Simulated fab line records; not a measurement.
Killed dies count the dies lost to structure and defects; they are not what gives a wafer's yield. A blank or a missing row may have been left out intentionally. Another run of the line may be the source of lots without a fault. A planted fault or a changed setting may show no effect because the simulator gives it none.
fab line records	flow gf180mcu	part 1 of 2: steps 1 to 30 of 41
record lots=5	wafers=15	last-day=34
route steps=602 shown NWELL@48 LVPWELL@54 MVSD@66 MVPSD@78
lots untouched by any fault: they come from a run of this same line in which no faults occurred
start-h: the number of hours between the record's first day and the start of the first shown wafer of the lot	wait-h: how many hours have passed since the lot's step before this one	" identical to the entry in the row above	L1.1+2: several wafers, shown together as one row	- no value, or no start given	* or withheld: withheld	< > ~ a bound
route shown NAME@n: a module of which the file shows steps, and the number in the route of the first	usual: average and standard deviation across the fault-free wafers	same: alike in all rows	chamber/n: place in a boat	sites: the reading at each site	_std_site: standard deviation across them	_edge_site: outer sites' mean less inner sites'	radius-mm: how far each site lies from the wafer's centre	mask NAME#n: copy n	behind: tool/chamber where the wafer was last shaped	hold: reason for holding the lot/hours on hold/outcome of the hold	device: which transistor (n, p or np) failed to switch	end of line: the tests these same wafers got at the end of their route	a step given without rows: its recipe and nothing more	killed: the dies lost at the first sort to structure and to defects; this is not the yield of the wafer	map: the dies of a wafer, with x for killed, . for not killed, _ for no die there
set.NAME: the setting as run; set.NAME@STEP: as run at that earlier step	model.NAME: the simulator's own value behind a step, which no gauge read
a table for each step, a row for each wafer; lots at some steps of the route
services: the hour from which a tool's chamber was out of use, counted from the record's first day as start-h (under 0 if before that day), plus the number of hours and why
## steps
# step GF_NWELL_DEVELOP_06
# recipe wall-angle-deg=90	develop-time-s=62.75	dev-temp-c=23
lot.wafer	tool	chamber	start-h	wait-h
L076.1+2+4	litho-track-02	0	-	-
L083.2+4+5	litho-track-02	0	-	-
L085.1+2+6	litho-track-03	0	-	-
L092.1+2+4	litho-track-02	0	-	-
L094.1+3+5	litho-track-04	0	-	-
# step GF_NWELL_OVL_MEAS_07
# usual NWELL_OVL=0.3/1.4
lot.wafer	tool	chamber	start-h	wait-h	NWELL_OVL[nm]
L076.1	overlay-02	-	65.52	-	1.2
L076.2	"	-	"	"	1.2
L076.4	"	-	"	"	-0.1
L083.2	overlay-02	-	116.38	-	1.1
L083.4	"	-	"	"	2.1
L083.5	"	-	"	"	2.3
L085.1	overlay-02	-	125.28	-	-3.0
L085.2	"	-	"	"	-1.2
L085.6	"	-	"	"	-0.5
L092.1	overlay-02	-	155.42	-	-0.9
L092.2	"	-	"	"	0.1
L092.4	"	-	"	"	-0.6
L094.1	overlay-01	-	167.50	-	0.0
L094.3	"	-	"	"	-2.3
L094.5	"	-	"	"	-2.6
# step GF_NWELL_IMPLANT_08
# recipe species=P	energy-kev=450	dose-cm2=1.5e+13	tilt-deg=0
# usual beam-on-s=9.98/0.21
lot.wafer	tool	chamber	start-h	wait-h	beam-on-s
L076.1	implanter-04	0	65.56	0.0	10.12
L076.2	"	0	"	"	9.78
L076.4	"	0	"	"	10.15
L083.2	implanter-03	0	116.43	0.0	9.55
L083.4	"	0	"	"	10.16
L083.5	"	0	"	"	10.06
L085.1	implanter-03	0	125.31	0.0	9.88
L085.2	"	0	"	"	10.22
L085.6	"	0	"	"	10.06
L092.1	implanter-04	0	155.46	0.0	9.91
L092.2	"	0	"	"	9.67
L092.4	"	0	"	"	9.95
L094.1	implanter-04	0	167.56	0.1	10.31
L094.3	"	0	"	"	10.00
L094.5	"	0	"	"	9.93
# step GF_NWELL_IMPLANT_09
# recipe species=P	energy-kev=160	dose-cm2=4e+12	tilt-deg=0
# usual beam-on-s=9.99/0.19
lot.wafer	tool	chamber	start-h	wait-h	beam-on-s
L076.1	implanter-04	0	65.71	0.1	10.14
L076.2	"	0	"	"	10.15
L076.4	"	0	"	"	10.13
L083.2	implanter-03	0	116.58	0.1	9.93
L083.4	"	0	"	"	9.85
L083.5	"	0	"	"	9.90
L085.1	implanter-03	0	125.46	0.1	10.19
L085.2	"	0	"	"	9.49
L085.6	"	0	"	"	10.61
L092.1	implanter-04	0	155.61	0.1	10.18
L092.2	"	0	"	"	9.92
L092.4	"	0	"	"	9.74
L094.1	implanter-04	0	167.71	0.1	9.68
L094.3	"	0	"	"	9.92
L094.5	"	0	"	"	10.18
# step GF_NWELL_STRIP_10
# recipe chemistry=O2/N2	power-w=1400	pressure-mtorr=1500	platen-temp-c=250	o2-flow-sccm=3000	n2-flow-sccm=300	overash-fraction=0.5
# usual drypump-motor-current-A=5.6/0.52	heater-power-w=326/26	oes-product-au=0.723/0.0053	strip-time-to-endpoint-s=36.93/0.095
lot.wafer	tool	chamber	start-h	wait-h	drypump-motor-current-A	heater-power-w	oes-product-au	rf-hours-counter-h	strip-time-to-endpoint-s
L076.1	plasma-asher-02	1	65.86	0.1	6.0	332	0.724	40	36.84
L076.2	"	0	"	"	5.2	343	0.719	40	36.88
L076.4	"	1	"	"	6.0	330	0.736	-	36.95
L083.2	plasma-asher-04	1	116.71	0.1	4.8	291	0.715	49	37.00
L083.4	"	1	"	"	4.8	289	0.724	-	36.92
L083.5	"	1	"	"	4.8	289	0.724	-	36.95
L085.1	plasma-asher-04	1	125.61	0.1	4.8	292	0.722	50	36.88
L085.2	"	0	"	"	5.7	311	0.714	50	36.89
L085.6	"	0	"	"	5.7	312	0.725	-	36.99
L092.1	plasma-asher-03	1	155.76	0.1	6.2	349	0.724	38	37.11
L092.2	"	0	"	"	6.3	310	0.727	38	37.00
L092.4	"	1	"	"	6.2	354	0.730	-	37.01
L094.1	plasma-asher-04	1	167.86	0.1	4.8	288	0.732	54	36.98
L094.3	"	1	"	"	4.8	291	0.716	-	36.95
L094.5	"	0	"	"	5.7	310	0.717	-	37.08
# step GF_NWELL_TW_MEAS_11
# usual NWELL_TW=1569/7.9
lot.wafer	tool	chamber	start-h	wait-h	NWELL_TW
L076.1	film-metro-04	-	65.96	0.1	1575
L076.2	"	-	"	"	1576
L076.4	"	-	"	"	1577
L083.2	film-metro-04	-	116.82	0.1	1572
L083.4	"	-	"	"	1570
L083.5	"	-	"	"	1571
L085.1	film-metro-02	-	125.71	0.1	1582
L085.2	"	-	"	"	1575
L085.6	"	-	"	"	1579
L092.1	film-metro-02	-	155.86	0.1	1574
L092.2	"	-	"	"	1571
L092.4	"	-	"	"	1567
L094.1	film-metro-04	-	167.96	0.1	1576
L094.3	"	-	"	"	1564
L094.5	"	-	"	"	1569
# step GF_LVPWELL_DEHYDRATE_00
# recipe temp-c=200	time-s=60
# usual heater-power-total-W=160.37/0.13
lot.wafer	tool	chamber	start-h	wait-h	heater-power-total-W
L076.1	litho-track-04	0	72.00	6.0	160.59
L076.2	"	0	"	"	160.43
L076.4	"	0	"	"	160.29
L083.2	litho-track-03	0	123.95	7.1	160.33
L083.4	"	0	"	"	160.47
L083.5	"	0	"	"	160.46
L085.1	litho-track-04	0	132.20	6.5	160.47
L085.2	"	0	"	"	160.32
L085.6	"	0	"	"	160.57
L092.1	litho-track-01	0	162.73	6.9	160.44
L092.2	"	0	"	"	160.56
L092.4	"	0	"	"	160.62
L094.1	litho-track-04	0	175.50	7.5	160.15
L094.3	"	0	"	"	160.29
L094.5	"	0	"	"	160.37
# step GF_LVPWELL_HMDS_01
# recipe prime-time-s=60	prime-temp-c=120
lot.wafer	tool	chamber	start-h	wait-h
L076.1+2+4	litho-track-04	0	72.15	0.1
L083.2+4+5	litho-track-03	0	124.10	0.1
L085.1+2+6	litho-track-04	0	132.35	0.1
L092.1+2+4	litho-track-01	0	162.88	0.1
L094.1+3+5	litho-track-04	0	175.65	0.1
# step GF_LVPWELL_COAT_02
# recipe spin-rpm=2000	resist-thk-nm=3000
lot.wafer	tool	chamber	start-h	wait-h
L076.1+2+4	litho-track-04	0	72.30	0.1
L083.2+4+5	litho-track-03	0	124.25	0.1
L085.1+2+6	litho-track-04	0	132.50	0.1
L092.1+2+4	litho-track-01	0	163.03	0.1
L094.1+3+5	litho-track-04	0	175.80	0.1
# step GF_LVPWELL_SOFTBAKE_03
# recipe temp-c=110	time-s=withheld
# usual heater-power-total-W=65.31/0.13
lot.wafer	tool	chamber	start-h	wait-h	heater-power-total-W
L076.1	litho-track-04	0	72.45	0.1	65.57
L076.2	"	0	"	"	65.27
L076.4	"	0	"	"	65.09
L083.2	litho-track-03	0	124.41	0.1	65.60
L083.4	"	0	"	"	65.27
L083.5	"	0	"	"	65.49
L085.1	litho-track-04	0	132.65	0.1	65.44
L085.2	"	0	"	"	65.05
L085.6	"	0	"	"	65.28
L092.1	litho-track-01	0	163.18	0.1	65.53
L092.2	"	0	"	"	65.39
L092.4	"	0	"	"	65.37
L094.1	litho-track-04	0	175.95	0.1	65.52
L094.3	"	0	"	"	65.09
L094.5	"	0	"	"	65.23
# step GF_LVPWELL_EXPOSE_04
# recipe mask-id=LVPWELL	target-cd-nm=600	na=0.6	source-shape=conventional	sigma-outer=0.6	dose-mj=260
# same na=0.6
lot.wafer	tool	chamber	start-h	wait-h	mask
L076.1+2+4	iline-stepper-02	0	-	-	LVPWELL#0
L083.2+4+5	iline-stepper-02	0	-	-	LVPWELL#0
L085.1+2+6	iline-stepper-02	0	-	-	LVPWELL#0
L092.1+2+4	iline-stepper-01	0	-	-	LVPWELL#0
L094.1+3+5	iline-stepper-01	0	-	-	LVPWELL#0
# step GF_LVPWELL_PEB_05
# recipe temp-c=115	time-s=withheld
# usual heater-power-total-W=69.32/0.13
lot.wafer	tool	chamber	start-h	wait-h	heater-power-total-W
L076.1	litho-track-03	0	-	-	69.35
L076.2	"	0	"	"	69.12
L076.4	"	0	"	"	69.22
L083.2	litho-track-03	0	-	-	69.26
L083.4	"	0	"	"	69.34
L083.5	"	0	"	"	69.25
L085.1	litho-track-03	0	-	-	69.20
L085.2	"	0	"	"	69.33
L085.6	"	0	"	"	69.17
L092.1	litho-track-04	0	-	-	69.26
L092.2	"	0	"	"	69.32
L092.4	"	0	"	"	69.53
L094.1	litho-track-04	0	-	-	69.26
L094.3	"	0	"	"	69.26
L094.5	"	0	"	"	69.18
# step GF_LVPWELL_DEVELOP_06
# recipe wall-angle-deg=90	develop-time-s=60	dev-temp-c=23
lot.wafer	tool	chamber	start-h	wait-h
L076.1+2+4	litho-track-03	0	-	-
L083.2+4+5	litho-track-03	0	-	-
L085.1+2+6	litho-track-03	0	-	-
L092.1+2+4	litho-track-04	0	-	-
L094.1+3+5	litho-track-04	0	-	-
# step GF_LVPWELL_OVL_MEAS_07
# usual LVPWELL_OVL=0.5/1.1
lot.wafer	tool	chamber	start-h	wait-h	LVPWELL_OVL[nm]
L076.1	overlay-02	-	78.88	-	0.9
L076.2	"	-	"	"	1.9
L076.4	"	-	"	"	0.7
L083.2	overlay-01	-	130.98	-	-1.4
L083.4	"	-	"	"	0.3
L083.5	"	-	"	"	0.1
L085.1	overlay-02	-	140.13	-	1.6
L085.2	"	-	"	"	1.6
L085.6	"	-	"	"	0.2
L092.1	overlay-02	-	171.45	-	0.1
L092.2	"	-	"	"	-0.1
L092.4	"	-	"	"	-0.3
L094.1	overlay-01	-	184.15	-	-0.8
L094.3	"	-	"	"	0.3
L094.5	"	-	"	"	-0.5
# step GF_LVPWELL_IMPLANT_08
# recipe species=B	energy-kev=170	dose-cm2=1.5e+13	tilt-deg=0
# usual beam-on-s=10.00/0.2
lot.wafer	tool	chamber	start-h	wait-h	beam-on-s
L076.1	implanter-03	0	78.91	0.0	9.99
L076.2	"	0	"	"	10.07
L076.4	"	0	"	"	10.00
L083.2	implanter-04	0	131.04	0.0	10.23
L083.4	"	0	"	"	9.79
L083.5	"	0	"	"	9.89
L085.1	implanter-04	0	140.16	0.0	9.93
L085.2	"	0	"	"	10.01
L085.6	"	0	"	"	10.07
L092.1	implanter-02	0	171.49	0.0	9.93
L092.2	"	0	"	"	9.98
L092.4	"	0	"	"	9.76
L094.1	implanter-04	0	184.19	0.0	9.92
L094.3	"	0	"	"	10.25
L094.5	"	0	"	"	9.76
# step GF_LVPWELL_IMPLANT_09
# recipe species=B	energy-kev=60	dose-cm2=5e+12	tilt-deg=0
# usual beam-on-s=10.00/0.2
lot.wafer	tool	chamber	start-h	wait-h	beam-on-s
L076.1	implanter-03	0	79.06	0.1	9.81
L076.2	"	0	"	"	9.86
L076.4	"	0	"	"	10.25
L083.2	implanter-04	0	131.19	0.1	9.92
L083.4	"	0	"	"	10.00
L083.5	"	0	"	"	9.94
L085.1	implanter-04	0	140.31	0.1	9.94
L085.2	"	0	"	"	10.27
L085.6	"	0	"	"	9.80
L092.1	implanter-02	0	171.64	0.1	10.30
L092.2	"	0	"	"	9.81
L092.4	"	0	"	"	9.45
L094.1	implanter-04	0	184.34	0.1	9.77
L094.3	"	0	"	"	9.89
L094.5	"	0	"	"	9.73
# step GF_LVPWELL_STRIP_10
# recipe chemistry=O2/N2	power-w=1400	pressure-mtorr=1500	platen-temp-c=250	o2-flow-sccm=3000	n2-flow-sccm=300	overash-fraction=0.5
# usual drypump-motor-current-A=5.7/0.53	heater-power-w=351/31	oes-product-au=0.722/0.0046	strip-time-to-endpoint-s=37.01/0.11
lot.wafer	tool	chamber	start-h	wait-h	drypump-motor-current-A	heater-power-w	oes-product-au	rf-hours-counter-h	strip-time-to-endpoint-s
L076.1	plasma-asher-02	0	79.21	0.1	5.2	326	0.718	42	37.00
L076.2	"	1	"	"	6.0	336	0.722	42	37.03
L076.4	"	0	"	"	5.2	330	0.720	-	37.11
L083.2	plasma-asher-04	0	131.31	0.1	5.7	312	0.723	51	36.86
L083.4	"	1	"	"	4.8	285	0.719	-	36.93
L083.5	"	1	"	"	4.8	287	0.727	-	36.93
L085.1	plasma-asher-04	1	140.46	0.1	4.8	288	0.727	51	36.96
L085.2	"	0	"	"	5.7	313	0.723	51	36.88
L085.6	"	1	"	"	4.8	283	0.715	-	36.81
L092.1	plasma-asher-02	0	171.79	0.1	5.2	363	0.721	5	37.05
L092.2	"	1	"	"	6.1	361	0.717	5	37.00
L092.4	"	0	"	"	5.2	363	0.727	-	37.01
L094.1	plasma-asher-01	0	184.49	0.1	6.5	385	0.709	48	36.95
L094.3	"	0	"	"	6.5	393	0.717	-	36.87
L094.5	"	0	"	"	6.5	377	0.718	-	36.90
# step GF_LVPWELL_TW_MEAS_11
# usual LVPWELL_TW=558/3.2
lot.wafer	tool	chamber	start-h	wait-h	LVPWELL_TW
L076.1	film-metro-01	-	79.31	0.1	550
L076.2	"	-	"	"	553
L076.4	"	-	"	"	554
L083.2	film-metro-01	-	131.42	0.1	560
L083.4	"	-	"	"	560
L083.5	"	-	"	"	559
L085.1	film-metro-02	-	140.56	0.1	561
L085.2	"	-	"	"	560
L085.6	"	-	"	"	559
L092.1	film-metro-04	-	171.89	0.1	562
L092.2	"	-	"	"	560
L092.4	"	-	"	"	562
L094.1	film-metro-01	-	184.59	0.1	556
L094.3	"	-	"	"	555
L094.5	"	-	"	"	554
# step GF_MVSD_DEHYDRATE_00
# recipe temp-c=200	time-s=60
# usual heater-power-total-W=160.36/0.13
lot.wafer	tool	chamber	start-h	wait-h	heater-power-total-W
L076.1	litho-track-02	0	84.72	5.4	160.47
L076.2	"	0	"	"	160.23
L076.4	"	0	"	"	160.24
L083.2	litho-track-02	0	138.19	6.8	160.49
L083.4	"	0	"	"	160.60
L083.5	"	0	"	"	160.61
L085.1	litho-track-01	0	147.43	6.9	160.50
L085.2	"	0	"	"	160.33
L085.6	"	0	"	"	160.16
L092.1	litho-track-01	0	179.28	7.4	160.35
L092.2	"	0	"	"	160.33
L092.4	"	0	"	"	160.46
L094.1	litho-track-01	0	192.68	8.1	160.38
L094.3	"	0	"	"	160.24
L094.5	"	0	"	"	160.30
# step GF_MVSD_HMDS_01
# recipe prime-time-s=60	prime-temp-c=120
lot.wafer	tool	chamber	start-h	wait-h
L076.1+2+4	litho-track-02	0	84.87	0.1
L083.2+4+5	litho-track-02	0	138.34	0.1
L085.1+2+6	litho-track-01	0	147.58	0.1
L092.1+2+4	litho-track-01	0	179.43	0.1
L094.1+3+5	litho-track-01	0	192.83	0.1
# step GF_MVSD_COAT_02
# recipe spin-rpm=2000	resist-thk-nm=3000
lot.wafer	tool	chamber	start-h	wait-h
L076.1+2+4	litho-track-02	0	85.02	0.1
L083.2+4+5	litho-track-02	0	138.49	0.1
L085.1+2+6	litho-track-01	0	147.73	0.1
L092.1+2+4	litho-track-01	0	179.58	0.1
L094.1+3+5	litho-track-01	0	192.98	0.1
# step GF_MVSD_SOFTBAKE_03
# recipe temp-c=110	time-s=withheld
# usual heater-power-total-W=65.31/0.13
lot.wafer	tool	chamber	start-h	wait-h	heater-power-total-W
L076.1	litho-track-02	0	85.17	0.1	65.31
L076.2	"	0	"	"	65.50
L076.4	"	0	"	"	65.40
L083.2	litho-track-02	0	138.65	0.1	65.34
L083.4	"	0	"	"	65.50
L083.5	"	0	"	"	65.15
L085.1	litho-track-01	0	147.88	0.1	65.45
L085.2	"	0	"	"	65.42
L085.6	"	0	"	"	65.42
L092.1	litho-track-01	0	179.73	0.1	65.29
L092.2	"	0	"	"	65.17
L092.4	"	0	"	"	65.34
L094.1	litho-track-01	0	193.13	0.1	65.19
L094.3	"	0	"	"	65.07
L094.5	"	0	"	"	65.55
# step GF_MVSD_EXPOSE_04
# recipe mask-id=MVSD	target-cd-nm=1000	na=0.6	source-shape=conventional	sigma-outer=0.6	dose-mj=260
# same na=0.6
lot.wafer	tool	chamber	start-h	wait-h	mask
L076.1+2+4	iline-stepper-01	0	-	-	MVSD#0
L083.2+4+5	iline-stepper-01	0	-	-	MVSD#0
L085.1+2+6	iline-stepper-01	0	-	-	MVSD#0
L092.1+2+4	iline-stepper-02	0	-	-	MVSD#0
L094.1+3+5	iline-stepper-02	0	-	-	MVSD#0
# step GF_MVSD_PEB_05
# recipe temp-c=115	time-s=withheld
# usual heater-power-total-W=69.33/0.13
lot.wafer	tool	chamber	start-h	wait-h	heater-power-total-W
L076.1	litho-track-03	0	-	-	69.27
L076.2	"	0	"	"	69.38
L076.4	"	0	"	"	69.35
L083.2	litho-track-03	0	-	-	69.17
L083.4	"	0	"	"	69.45
L083.5	"	0	"	"	69.34
L085.1	litho-track-03	0	-	-	69.35
L085.2	"	0	"	"	69.18
L085.6	"	0	"	"	69.20
L092.1	litho-track-02	0	-	-	69.13
L092.2	"	0	"	"	69.55
L092.4	"	0	"	"	69.34
L094.1	litho-track-02	0	-	-	69.12
L094.3	"	0	"	"	69.29
L094.5	"	0	"	"	69.31
# step GF_MVSD_DEVELOP_06
# recipe wall-angle-deg=90	develop-time-s=60	dev-temp-c=23
lot.wafer	tool	chamber	start-h	wait-h
L076.1+2+4	litho-track-03	0	-	-
L083.2+4+5	litho-track-03	0	-	-
L085.1+2+6	litho-track-03	0	-	-
L092.1+2+4	litho-track-02	0	-	-
L094.1+3+5	litho-track-02	0	-	-
# step GF_MVSD_OVL_MEAS_07
# usual MVSD_OVL=-0.1/1.4
lot.wafer	tool	chamber	start-h	wait-h	MVSD_OVL[nm]
L076.1	overlay-02	-	92.33	-	-2.3
L076.2	"	-	"	"	-2.5
L076.4	"	-	"	"	-1.9
L083.2	overlay-01	-	146.38	-	-0.7
L083.4	"	-	"	"	-2.5
L083.5	"	-	"	"	-0.6
L085.1	overlay-01	-	155.82	-	2.1
L085.2	"	-	"	"	1.9
L085.6	"	-	"	"	2.8
L092.1	overlay-01	-	188.02	-	-1.2
L092.2	"	-	"	"	-0.1
L092.4	"	-	"	"	-0.6
L094.1	overlay-01	-	201.67	-	-1.3
L094.3	"	-	"	"	-0.2
L094.5	"	-	"	"	-0.9
# step GF_MVSD_IMPLANT_08
# recipe species=P	energy-kev=400	dose-cm2=1.6e+13	tilt-deg=0
# usual beam-on-s=10.00/0.2
lot.wafer	tool	chamber	start-h	wait-h	beam-on-s
L076.1	implanter-04	0	92.36	0.0	9.73
L076.2	"	0	"	"	10.01
L076.4	"	0	"	"	9.79
L083.2	implanter-02	0	146.44	0.0	10.27
L083.4	"	0	"	"	10.24
L083.5	"	0	"	"	10.05
L085.1	implanter-02	0	155.86	0.0	10.17
L085.2	"	0	"	"	10.26
L085.6	"	0	"	"	10.19
L092.1	implanter-04	0	188.05	0.0	10.14
L092.2	"	0	"	"	10.35
L092.4	"	0	"	"	10.05
L094.1	implanter-04	0	201.70	0.0	10.01
L094.3	"	0	"	"	10.21
L094.5	"	0	"	"	10.22
# step GF_MVSD_IMPLANT_09
# recipe species=P	energy-kev=100	dose-cm2=5e+12	tilt-deg=0
# usual beam-on-s=9.99/0.22
lot.wafer	tool	chamber	start-h	wait-h	beam-on-s
L076.1	implanter-04	0	92.51	0.1	10.09
L076.2	"	0	"	"	10.19
L076.4	"	0	"	"	9.83
L083.2	implanter-02	0	146.59	0.1	9.62
L083.4	"	0	"	"	10.15
L083.5	"	0	"	"	9.97
L085.1	implanter-02	0	156.01	0.1	10.08
L085.2	"	0	"	"	10.26
L085.6	"	0	"	"	10.04
L092.1	implanter-04	0	188.20	0.1	10.05
L092.2	"	0	"	"	9.98
L092.4	"	0	"	"	9.88
L094.1	implanter-04	0	201.85	0.1	10.21
L094.3	"	0	"	"	10.25
L094.5	"	0	"	"	10.09
# step GF_MVSD_STRIP_10
# recipe chemistry=O2/N2	power-w=1400	pressure-mtorr=1500	platen-temp-c=250	o2-flow-sccm=3000	n2-flow-sccm=300	overash-fraction=0.5
# usual drypump-motor-current-A=6.0/0.39	heater-power-w=359/23	oes-product-au=0.723/0.0045	strip-time-to-endpoint-s=36.97/0.11
lot.wafer	tool	chamber	start-h	wait-h	drypump-motor-current-A	heater-power-w	oes-product-au	rf-hours-counter-h	strip-time-to-endpoint-s
L076.1	plasma-asher-03	1	92.66	0.1	6.2	339	0.722	31	37.14
L076.2	"	0	"	"	6.1	309	0.719	31	37.10
L076.4	"	0	"	"	6.1	308	0.719	-	37.05
L083.2	plasma-asher-01	1	146.71	0.1	5.6	370	0.726	44	36.96
L083.4	"	0	"	"	6.4	387	0.724	-	36.89
L083.5	"	0	"	"	6.4	377	0.713	-	36.95
L085.1	plasma-asher-01	0	156.16	0.1	6.4	379	0.723	45	37.07
L085.2	"	1	"	"	5.6	366	0.728	45	37.03
L085.6	"	0	"	"	6.5	393	0.725	-	37.08
L092.1	plasma-asher-03	1	188.35	0.1	6.2	358	0.724	42	37.13
L092.2	"	0	"	"	6.1	312	0.724	42	37.03
L092.4	"	0	"	"	6.2	315	0.726	-	37.05
L094.1	plasma-asher-01	1	202.00	0.1	5.6	364	0.721	50	37.13
L094.3	"	1	"	"	5.6	373	0.720	-	37.09
L094.5	"	0	"	"	6.5	384	0.724	-	37.06
# step GF_MVSD_TW_MEAS_11
# usual MVSD_TW=1575/8.2
lot.wafer	tool	chamber	start-h	wait-h	MVSD_TW
L076.1	film-metro-01	-	92.76	0.1	1558
L076.2	"	-	"	"	1568
L076.4	"	-	"	"	1567
L083.2	film-metro-02	-	146.82	0.1	1571
L083.4	"	-	"	"	1568
L083.5	"	-	"	"	1562
L085.1	film-metro-01	-	156.26	0.1	1574
L085.2	"	-	"	"	1574
L085.6	"	-	"	"	1578
L092.1	film-metro-04	-	188.45	0.1	1576
L092.2	"	-	"	"	1579
L092.4	"	-	"	"	1580
L094.1	film-metro-01	-	202.10	0.1	1575
L094.3	"	-	"	"	1574
L094.5	"	-	"	"	1563
